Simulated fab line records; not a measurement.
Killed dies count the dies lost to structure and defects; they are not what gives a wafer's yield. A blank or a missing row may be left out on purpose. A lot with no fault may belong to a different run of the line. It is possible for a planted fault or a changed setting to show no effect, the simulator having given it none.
One fault seen from 2 desks -- flow sky130 -- every desk sees just its own numbers, and what lay behind them comes last

## THE TOOL OWNER'S DESK: pvd_sputter-04
The tool's own readings at SKY_METAL5_SPUTTER_02 (material AlCu, target thk 1150 nm, time 61.2 s): means of the sampled wafers that have a number, for each lot that ran on this tool. The brackets show how far a lot's mean lies from the usual mean; more than 4 standard deviations puts the lot out of limits, marked OUT.
Columns: A = throttle_valve_pct at SKY_METAL5_SPUTTER_02, usual 30.2 %
lot,first seen here,A
L505,day 43 18:36,30.1
L507,day 44 13:11,30.3
L513,day 46 02:06,29.6
L515,day 46 18:10,30.1
Finding of this desk: none of the 4 lots has anything out of limits.

## THE METROLOGY DESK
What the gauges read for every lot (on any tool): the sampled wafers with a number, averaged. The brackets show how far a lot's mean lies from the usual mean; more than 4 standard deviations puts the lot out of limits, marked OUT.
Columns: A = METAL5_ALCU_RS at SKY_METAL5_RS_MEAS_05, usual 0.027 ohm/sq; B = METAL5_ALCU_THK at SKY_METAL5_THK_MEAS_06, usual 1151 nm
lot,first seen here,A,B
L502,day 42 22:47,0.027,1133
L505,day 43 18:43,0.027,1148
L506,day 44 02:05,0.027,1161
L507,day 44 13:19,0.027,1165
L509,day 45 06:47,0.027,1144
L513,day 46 02:14,0.025 (-7.9) OUT,1234 (+7.6) OUT
L515,day 46 18:19,0.026 (-5.6) OUT,1211 (+5.5) OUT
L518,day 47 06:32,0.027,1137
L519,day 47 20:14,0.027,1160
L520,day 48 05:18,0.027,1163
L523,day 48 10:59,0.027,1156
L524,day 48 14:55,0.027,1153
Finding of this desk: L513, L515 out of limits, first seen on L513 at day 46 02:14 (METAL5_ALCU_RS at SKY_METAL5_RS_MEAS_05). In limits: L502, L505, L506, L507, L509, L518, L519, L520, L523, L524.

## TAKEN TOGETHER
On L513, L515, the metrology desk was in a position to raise an alarm at day 46 02:14.
The tool owner's desk saw nothing out of limits.
On record at the tool owner's desk: L513, L515, within its limits.
All the named lots went through SKY_METAL5_SPUTTER_02 on pvd_sputter-04.

## WHAT THE SIMULATOR HAD INSERTED
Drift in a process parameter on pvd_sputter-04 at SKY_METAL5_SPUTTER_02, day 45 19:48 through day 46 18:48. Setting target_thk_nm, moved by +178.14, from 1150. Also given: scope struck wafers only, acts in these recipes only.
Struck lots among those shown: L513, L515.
Delay in hours, fault start to first out-of-limits reading, per desk: metrology desk 6.
